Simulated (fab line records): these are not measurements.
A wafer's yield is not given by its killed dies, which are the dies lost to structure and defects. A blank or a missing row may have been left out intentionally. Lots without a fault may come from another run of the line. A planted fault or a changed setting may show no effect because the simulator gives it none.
A sampling plan put to the test | flow sky130 | one line in one fab, 50 faults in these records, each fault weighed on the records of the lots it struck
What counts as the plan is the set of the line's own looks, namely the steps on the route at which a gauge or an inspection reads a wafer and does not change it. Where struck wafers have a number at a look and the file lists that look's usual mean and standard deviation on fault-free wafers, the look can be judged. Caught: 4 or more of those standard deviations (sigma) separate the usual mean from the mean of the struck wafers at a look after the fault's first step. On the tool: here the same test is run on the tool's own readings at the fault's steps. If the struck wafers alone have a blank record, or they carry another recipe, that too counts as caught.

THE FAULTS, as the simulator had put them in
1. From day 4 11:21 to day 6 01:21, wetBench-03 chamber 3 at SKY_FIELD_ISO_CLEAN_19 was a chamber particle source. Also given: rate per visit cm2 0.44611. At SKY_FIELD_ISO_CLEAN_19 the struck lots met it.
2. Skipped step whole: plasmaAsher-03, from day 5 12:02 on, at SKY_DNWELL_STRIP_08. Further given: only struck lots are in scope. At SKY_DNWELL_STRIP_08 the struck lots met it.
3. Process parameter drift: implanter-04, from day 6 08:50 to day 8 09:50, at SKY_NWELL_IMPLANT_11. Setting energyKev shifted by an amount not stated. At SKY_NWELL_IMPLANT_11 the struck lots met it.
4. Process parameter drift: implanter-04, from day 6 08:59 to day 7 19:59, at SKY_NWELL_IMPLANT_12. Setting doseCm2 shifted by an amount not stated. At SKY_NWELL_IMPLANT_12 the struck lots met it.
5. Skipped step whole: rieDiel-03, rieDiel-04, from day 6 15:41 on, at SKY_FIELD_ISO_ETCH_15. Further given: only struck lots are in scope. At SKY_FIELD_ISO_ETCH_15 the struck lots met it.
6. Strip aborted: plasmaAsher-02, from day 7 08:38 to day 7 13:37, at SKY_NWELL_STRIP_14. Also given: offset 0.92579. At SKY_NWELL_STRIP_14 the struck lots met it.
7. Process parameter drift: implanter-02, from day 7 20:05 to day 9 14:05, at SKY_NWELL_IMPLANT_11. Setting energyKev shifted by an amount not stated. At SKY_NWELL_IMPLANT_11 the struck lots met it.
8. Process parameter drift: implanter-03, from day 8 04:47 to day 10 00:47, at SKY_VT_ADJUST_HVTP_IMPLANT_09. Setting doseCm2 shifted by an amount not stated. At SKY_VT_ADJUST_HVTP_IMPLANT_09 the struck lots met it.
9. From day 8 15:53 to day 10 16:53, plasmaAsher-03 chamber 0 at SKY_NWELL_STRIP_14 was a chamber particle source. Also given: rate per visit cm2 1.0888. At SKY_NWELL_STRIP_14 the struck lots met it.
10. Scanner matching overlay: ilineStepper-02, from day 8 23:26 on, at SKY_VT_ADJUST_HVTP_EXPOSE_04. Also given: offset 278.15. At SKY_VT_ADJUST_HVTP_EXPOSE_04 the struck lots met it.
11. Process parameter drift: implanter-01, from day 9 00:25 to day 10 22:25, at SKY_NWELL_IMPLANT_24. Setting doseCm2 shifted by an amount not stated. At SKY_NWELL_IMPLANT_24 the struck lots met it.
12. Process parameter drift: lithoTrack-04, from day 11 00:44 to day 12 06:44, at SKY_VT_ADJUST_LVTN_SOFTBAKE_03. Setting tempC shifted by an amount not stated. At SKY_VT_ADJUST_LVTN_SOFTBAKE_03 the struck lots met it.
13. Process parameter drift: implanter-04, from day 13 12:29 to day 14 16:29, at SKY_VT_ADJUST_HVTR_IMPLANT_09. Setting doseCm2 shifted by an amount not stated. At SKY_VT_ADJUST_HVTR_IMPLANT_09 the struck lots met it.
14. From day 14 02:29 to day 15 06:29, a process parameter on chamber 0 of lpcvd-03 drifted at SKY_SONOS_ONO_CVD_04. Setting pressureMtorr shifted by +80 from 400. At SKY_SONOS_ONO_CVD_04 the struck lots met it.
15. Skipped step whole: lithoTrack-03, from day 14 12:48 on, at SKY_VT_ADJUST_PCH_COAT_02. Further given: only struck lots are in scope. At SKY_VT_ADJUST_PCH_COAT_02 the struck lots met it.
16. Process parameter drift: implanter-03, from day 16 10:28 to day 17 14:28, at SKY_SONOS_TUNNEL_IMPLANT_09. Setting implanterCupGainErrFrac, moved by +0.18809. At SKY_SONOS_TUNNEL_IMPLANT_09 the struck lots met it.
17. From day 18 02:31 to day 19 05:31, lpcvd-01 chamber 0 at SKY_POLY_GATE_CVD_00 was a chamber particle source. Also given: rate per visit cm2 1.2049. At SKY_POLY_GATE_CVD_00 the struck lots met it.
18. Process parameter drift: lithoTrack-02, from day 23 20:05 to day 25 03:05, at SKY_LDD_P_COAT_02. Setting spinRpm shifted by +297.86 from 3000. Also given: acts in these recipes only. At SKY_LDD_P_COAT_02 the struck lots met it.
19. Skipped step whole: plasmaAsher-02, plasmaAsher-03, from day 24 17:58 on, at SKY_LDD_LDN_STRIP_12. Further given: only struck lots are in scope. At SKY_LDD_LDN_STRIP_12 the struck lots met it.
20. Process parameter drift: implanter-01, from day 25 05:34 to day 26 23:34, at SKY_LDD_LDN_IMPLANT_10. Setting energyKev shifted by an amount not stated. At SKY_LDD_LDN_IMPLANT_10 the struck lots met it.
21. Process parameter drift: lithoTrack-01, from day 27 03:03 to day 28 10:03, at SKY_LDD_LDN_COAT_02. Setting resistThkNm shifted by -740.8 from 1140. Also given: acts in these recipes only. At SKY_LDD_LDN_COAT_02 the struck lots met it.
22. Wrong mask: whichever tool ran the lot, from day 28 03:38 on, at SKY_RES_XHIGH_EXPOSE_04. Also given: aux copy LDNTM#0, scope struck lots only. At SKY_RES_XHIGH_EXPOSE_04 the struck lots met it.
23. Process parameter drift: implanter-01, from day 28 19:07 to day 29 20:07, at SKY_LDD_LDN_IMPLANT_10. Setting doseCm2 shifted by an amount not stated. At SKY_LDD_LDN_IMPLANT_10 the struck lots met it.
24. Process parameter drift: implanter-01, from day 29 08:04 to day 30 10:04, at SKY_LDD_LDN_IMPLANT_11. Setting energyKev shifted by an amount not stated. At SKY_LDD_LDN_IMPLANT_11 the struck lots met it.
25. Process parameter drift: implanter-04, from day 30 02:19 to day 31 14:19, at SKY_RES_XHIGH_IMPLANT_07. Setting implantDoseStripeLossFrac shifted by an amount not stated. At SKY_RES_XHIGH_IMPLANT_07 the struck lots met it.
26. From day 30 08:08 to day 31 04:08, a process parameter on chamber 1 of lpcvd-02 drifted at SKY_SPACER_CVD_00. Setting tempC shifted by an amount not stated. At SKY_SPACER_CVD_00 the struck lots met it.
27. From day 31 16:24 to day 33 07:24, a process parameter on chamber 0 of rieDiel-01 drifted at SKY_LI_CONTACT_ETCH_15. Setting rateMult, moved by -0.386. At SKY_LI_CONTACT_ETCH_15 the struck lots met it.
28. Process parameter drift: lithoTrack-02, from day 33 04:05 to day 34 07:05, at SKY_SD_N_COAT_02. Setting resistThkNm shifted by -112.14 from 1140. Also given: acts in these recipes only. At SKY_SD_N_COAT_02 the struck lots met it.
29. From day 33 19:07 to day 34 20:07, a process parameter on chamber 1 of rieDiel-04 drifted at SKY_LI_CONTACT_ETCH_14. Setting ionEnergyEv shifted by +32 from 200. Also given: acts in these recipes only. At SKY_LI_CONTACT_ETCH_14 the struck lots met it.
30. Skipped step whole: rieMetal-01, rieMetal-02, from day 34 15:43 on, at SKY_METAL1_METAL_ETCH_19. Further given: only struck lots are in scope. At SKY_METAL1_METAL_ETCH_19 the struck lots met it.
31. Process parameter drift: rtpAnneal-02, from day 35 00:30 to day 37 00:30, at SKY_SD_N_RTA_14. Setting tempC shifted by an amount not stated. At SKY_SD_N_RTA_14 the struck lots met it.
32. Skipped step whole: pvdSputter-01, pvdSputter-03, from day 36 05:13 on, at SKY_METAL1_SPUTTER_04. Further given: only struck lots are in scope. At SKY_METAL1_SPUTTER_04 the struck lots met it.
33. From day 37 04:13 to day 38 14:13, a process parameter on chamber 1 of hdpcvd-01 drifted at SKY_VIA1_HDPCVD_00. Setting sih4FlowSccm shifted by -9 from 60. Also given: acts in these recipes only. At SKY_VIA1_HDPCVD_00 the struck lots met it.
34. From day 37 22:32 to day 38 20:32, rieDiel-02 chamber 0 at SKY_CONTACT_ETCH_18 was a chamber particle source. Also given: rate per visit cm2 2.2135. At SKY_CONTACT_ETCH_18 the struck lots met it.
35. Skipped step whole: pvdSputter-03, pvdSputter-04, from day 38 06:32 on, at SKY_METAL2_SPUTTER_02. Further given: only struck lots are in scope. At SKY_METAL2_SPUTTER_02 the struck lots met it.
36. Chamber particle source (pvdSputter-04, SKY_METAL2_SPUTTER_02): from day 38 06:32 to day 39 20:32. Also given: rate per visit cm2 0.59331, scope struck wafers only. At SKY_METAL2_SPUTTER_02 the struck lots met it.
37. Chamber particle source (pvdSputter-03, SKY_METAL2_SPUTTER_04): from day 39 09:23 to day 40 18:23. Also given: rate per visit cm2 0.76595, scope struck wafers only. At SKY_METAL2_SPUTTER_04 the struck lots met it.
38. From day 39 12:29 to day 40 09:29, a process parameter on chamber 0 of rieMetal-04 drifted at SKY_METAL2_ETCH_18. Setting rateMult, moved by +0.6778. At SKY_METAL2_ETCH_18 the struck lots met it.
39. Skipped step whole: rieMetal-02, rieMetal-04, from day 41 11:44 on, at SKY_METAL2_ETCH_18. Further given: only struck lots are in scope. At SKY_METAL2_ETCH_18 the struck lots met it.
40. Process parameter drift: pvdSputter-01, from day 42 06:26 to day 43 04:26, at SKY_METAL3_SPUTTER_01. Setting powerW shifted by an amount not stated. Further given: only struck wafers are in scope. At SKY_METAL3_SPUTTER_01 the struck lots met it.
41. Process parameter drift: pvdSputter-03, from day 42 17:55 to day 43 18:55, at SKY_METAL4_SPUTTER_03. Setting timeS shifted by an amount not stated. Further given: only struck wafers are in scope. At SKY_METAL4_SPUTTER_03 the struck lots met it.
42. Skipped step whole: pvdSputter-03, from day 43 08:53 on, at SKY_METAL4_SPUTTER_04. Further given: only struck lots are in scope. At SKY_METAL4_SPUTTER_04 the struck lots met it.
43. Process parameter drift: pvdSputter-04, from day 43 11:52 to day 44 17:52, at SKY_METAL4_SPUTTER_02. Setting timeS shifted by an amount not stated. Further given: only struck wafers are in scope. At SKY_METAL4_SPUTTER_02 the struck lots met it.
44. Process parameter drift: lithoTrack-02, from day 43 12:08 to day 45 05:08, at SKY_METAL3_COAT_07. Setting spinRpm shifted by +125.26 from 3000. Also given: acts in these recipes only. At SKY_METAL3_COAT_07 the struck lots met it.
45. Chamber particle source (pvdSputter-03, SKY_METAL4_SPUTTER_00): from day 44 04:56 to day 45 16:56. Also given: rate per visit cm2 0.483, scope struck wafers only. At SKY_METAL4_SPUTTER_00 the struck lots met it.
46. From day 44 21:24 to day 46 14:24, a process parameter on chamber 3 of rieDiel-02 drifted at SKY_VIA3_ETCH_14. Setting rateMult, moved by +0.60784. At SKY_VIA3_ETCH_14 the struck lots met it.
47. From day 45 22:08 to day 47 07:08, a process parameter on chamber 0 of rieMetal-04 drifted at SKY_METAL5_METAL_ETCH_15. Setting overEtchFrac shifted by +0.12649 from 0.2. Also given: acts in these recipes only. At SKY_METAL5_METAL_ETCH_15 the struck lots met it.
48. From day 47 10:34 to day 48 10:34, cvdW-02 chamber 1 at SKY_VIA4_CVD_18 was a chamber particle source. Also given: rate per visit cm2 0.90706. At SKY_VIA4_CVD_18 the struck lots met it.
49. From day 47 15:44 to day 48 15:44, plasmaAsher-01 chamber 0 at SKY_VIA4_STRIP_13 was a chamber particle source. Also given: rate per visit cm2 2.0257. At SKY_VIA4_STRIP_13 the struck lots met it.
50. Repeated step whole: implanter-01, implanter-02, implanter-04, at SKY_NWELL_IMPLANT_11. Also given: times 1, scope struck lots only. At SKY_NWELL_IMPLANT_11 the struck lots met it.

WHAT THE PLAN SAW
fault | on the tool itself                               | first look that catches it                      | reading, sigma                                                  | median hours from its first step to that look | hours from the fault's start to the first struck lot there | judged looks passed uncaught
1     | no reading that can be judged                    | no look after it can be judged                  | -                                                               | -                                             | -                                                          | 0
2     | the tool's record is blank for the struck wafers | SKY_PWDE_TW_MEAS_10                             | PWDE_TW -48                                                     | 19.0                                          | 21                                                         | 0
3     | beamEnergyKeV +99 or beyond sigma                | SKY_NWELL_RS_MEAS_29                            | NWELL_RS -17                                                    | 21.1                                          | 29                                                         | 0
4     | doseIonsCm2 +99 or beyond sigma                  | SKY_NWELL_RS_MEAS_29                            | NWELL_RS -11                                                    | 21.0                                          | 29                                                         | 0
5     | the tool's record is blank for the struck wafers | no look after it can be judged                  | -                                                               | -                                             | -                                                          | 0
6     | oesProductAu +36 sigma                           | SKY_NWELL_TW_MEAS_26                            | NWELL_2_TW -48                                                  | 21.1                                          | 26                                                         | 0
7     | beamEnergyKeV +99 or beyond sigma                | SKY_NWELL_RS_MEAS_29                            | NWELL_RS -12                                                    | 21.9                                          | 24                                                         | 1
8     | doseIonsCm2 -99 or beyond sigma                  | SKY_VT_ADJUST_HVTP_TW_MEAS_11                   | VT_ADJUST_HVTP_TW -8.8                                          | 0.2                                           | 6                                                          | 0
9     | under 2 sigma                                    | none of the 2 looks that can be judged after it | -                                                               | -                                             | -                                                          | 2
10    | under 2 sigma                                    | SKY_VT_ADJUST_HVTP_OVL_MEAS_08                  | VT_ADJUST_HVTP_OVL +99 or beyond                                | 10.1                                          | 12                                                         | 0
11    | doseIonsCm2 +99 or beyond sigma                  | SKY_NWELL_TW_MEAS_26                            | NWELL_2_TW +7.7                                                 | 0.2                                           | 5                                                          | 0
12    | plateTempC -66 sigma                             | not the one look that can be judged after it    | -                                                               | -                                             | -                                                          | 1
13    | doseIonsCm2 -99 or beyond sigma                  | SKY_VT_ADJUST_HVTR_TW_MEAS_11                   | VT_ADJUST_HVTR_TW -5.3                                          | 0.2                                           | 7                                                          | 0
14    | pressureMtorr +99 or beyond sigma                | SKY_SONOS_ONO_THK_MEAS_05                       | SONOS_ONO_CVD_04_THK +5.9                                       | 1.2                                           | 18                                                         | 0
15    | the tool's record is blank for the struck wafers | SKY_SONOS_TUNNEL_TW_MEAS_12                     | SONOS_TUNNEL_TW +4.3                                            | 41.4                                          | 46                                                         | 0
16    | faradayCurrentUA +9.9 sigma                      | none of the 2 looks that can be judged after it | strongest: SONOS_TUNNEL_TW at SKY_SONOS_TUNNEL_TW_MEAS_12, -3.1 | -                                             | -                                                          | 2
17    | under 2 sigma                                    | none of the 2 looks that can be judged after it | -                                                               | -                                             | -                                                          | 2
18    | spinSpeedRpm +99 or beyond sigma                 | not the one look that can be judged after it    | -                                                               | -                                             | -                                                          | 1
19    | the tool's record is blank for the struck wafers | no look after it can be judged                  | -                                                               | -                                             | -                                                          | 0
20    | beamEnergyKeV +99 or beyond sigma                | no look after it can be judged                  | -                                                               | -                                             | -                                                          | 0
21    | no reading that can be judged                    | not the one look that can be judged after it    | -                                                               | -                                             | -                                                          | 1
22    | no reading that can be judged                    | SKY_RES_XHIGH_TW_MEAS_09                        | RES_XHIGH_TW -70                                                | 14.3                                          | 17                                                         | 0
23    | doseIonsCm2 -99 or beyond sigma                  | no look after it can be judged                  | -                                                               | -                                             | -                                                          | 0
24    | beamEnergyKeV +99 or beyond sigma                | no look after it can be judged                  | -                                                               | -                                             | -                                                          | 0
25    | no reading that can be judged                    | SKY_SD_N_RS_MEAS_18                             | RES_XHIGH_RS +15                                                | 29.4                                          | 41                                                         | 0
26    | susceptorTempC +29 sigma                         | SKY_SPACER_THK_MEAS_01                          | SPACER_CVD_00_THK +18                                           | 1.2                                           | 11                                                         | 0
27    | oesProductAu -15 sigma                           | no look after it can be judged                  | -                                                               | -                                             | -                                                          | 0
28    | under 2 sigma                                    | not the one look that can be judged after it    | strongest: cdNm at SKY_SD_N_CD_MEAS_07, +4.0                    | -                                             | -                                                          | 1
29    | only faintly: oesProductAu -2.2 sigma            | no look after it can be judged                  | -                                                               | -                                             | -                                                          | 0
30    | the tool's record is blank for the struck wafers | no look after it can be judged                  | -                                                               | -                                             | -                                                          | 0
31    | wafer_temp_C_max +12 sigma                       | SKY_SD_N_RS_MEAS_16                             | SD_N_RS -21                                                     | 0.2                                           | 8                                                          | 0
32    | the tool's record is blank for the struck wafers | SKY_METAL1_THK_MEAS_06                          | METAL1_ALCU_THK +9.9                                            | 0.2                                           | 3                                                          | 0
33    | sih4FlowSccm -52 sigma                           | SKY_VIA1_THK_MEAS_01                            | VIA1_HDPCVD_THK -16                                             | 0.1                                           | 29                                                         | 0
34    | under 2 sigma                                    | not the one look that can be judged after it    | -                                                               | -                                             | -                                                          | 1
35    | the tool's record is blank for the struck wafers | SKY_METAL2_RS_MEAS_05                           | METAL2_ALCU_RS +99 or beyond                                    | 0.1                                           | 1                                                          | 0
36    | under 2 sigma                                    | no look after it can be judged                  | -                                                               | -                                             | -                                                          | 0
37    | under 2 sigma                                    | no look after it can be judged                  | -                                                               | -                                             | -                                                          | 0
38    | under 2 sigma                                    | no look after it can be judged                  | -                                                               | -                                             | -                                                          | 0
39    | the tool's record is blank for the struck wafers | no look after it can be judged                  | -                                                               | -                                             | -                                                          | 0
40    | cathodeDcPowerW +99 or beyond sigma              | no look after it can be judged                  | -                                                               | -                                             | -                                                          | 0
41    | under 2 sigma                                    | no look after it can be judged                  | -                                                               | -                                             | -                                                          | 0
42    | the tool's record is blank for the struck wafers | no look after it can be judged                  | -                                                               | -                                             | -                                                          | 0
43    | under 2 sigma                                    | not the one look that can be judged after it    | -                                                               | -                                             | -                                                          | 1
44    | spinSpeedRpm +56 sigma                           | none of the 2 looks that can be judged after it | -                                                               | -                                             | -                                                          | 2
45    | under 2 sigma                                    | none of the 4 looks that can be judged after it | -                                                               | -                                             | -                                                          | 4
46    | only faintly: h2FlowSccm +2.4 sigma              | no look after it can be judged                  | -                                                               | -                                             | -                                                          | 0
47    | oesProductAu -10 sigma                           | no look after it can be judged                  | -                                                               | -                                             | -                                                          | 0
48    | under 2 sigma                                    | none of the 6 looks that can be judged after it | -                                                               | -                                             | -                                                          | 6
49    | under 2 sigma                                    | no look after it can be judged                  | -                                                               | -                                             | -                                                          | 0
50    | no reading that can be judged                    | SKY_NWELL_TW_MEAS_15                            | NWELL_TW +14                                                    | 0.9                                           | -                                                          | 0
A dash: the fault isn't caught, or these records don't give the number.

Caught at a look: 19 of 50. Caught on the tool: 30 of 50. By one or the other: 34 of 50.
Faults caught by the tool alone: 5, 12, 16, 18, 19, 20, 23, 24, 27, 30, 39, 40, 42, 44, 47.
Caught at a look alone: faults 10, 22, 25, 50.
Caught by neither: faults 1, 9, 17, 21, 28, 29, 34, 36, 37, 38, 41, 43, 45, 46, 48, 49.

THINNER SAMPLING
If the look that catches a fault measured only every second or every third lot, by lot number, the first struck lot would be measured this late in the worst case:
fault | struck lots at that look, in order of time | every lot | every second lot | every third lot
2     | L903, L904, L905                           | 21 h      | 28 h             | 29 h
3     | L528, L529                                 | 29 h      | 37 h             | may miss all 2
4     | L737, L738                                 | 29 h      | 36 h             | may miss all 2
6     | L738                                       | 26 h      | may miss it      | may miss it
7     | L367, L371, L372                           | 24 h      | 62 h             | 62 h
8     | L612, L613, L616                           | 6 h       | 14 h             | may miss all 3
10    | L742, L747                                 | 12 h      | 44 h             | may miss all 2
11    | L979, L980                                 | 5 h       | 10 h             | may miss all 2
13    | L766, L769                                 | 7 h       | 28 h             | may miss all 2
14    | L812, L813                                 | 18 h      | 24 h             | may miss all 2
15    | L890, L891                                 | 46 h      | 55 h             | may miss all 2
22    | L149                                       | 17 h      | may miss it      | may miss it
25    | L220, L221, L223                           | 41 h      | 49 h             | may miss all 3
26    | L647, L648                                 | 11 h      | 12 h             | may miss all 2
31    | L457, L459                                 | 8 h       | may miss all 2   | may miss all 2
32    | L635, L636                                 | 3 h       | 20 h             | may miss all 2
33    | L342, L343                                 | 29 h      | 33 h             | may miss all 2
35    | L458, L459, L460                           | 1 h       | 9 h              | 24 h
Hours: fault start to first struck lot measured. The test against the limit of 4 sigma pooled every struck wafer, which means one lot taken alone may stay below that limit. Other struck lots may not be in these records.

THE LONGEST TIMED WAY FROM STEP TO LOOK
For fault 15, SKY_VT_ADJUST_PCH_COAT_02 and SKY_SONOS_TUNNEL_TW_MEAS_12 are separated by a median of 41.4 hours. No look between them can be judged.
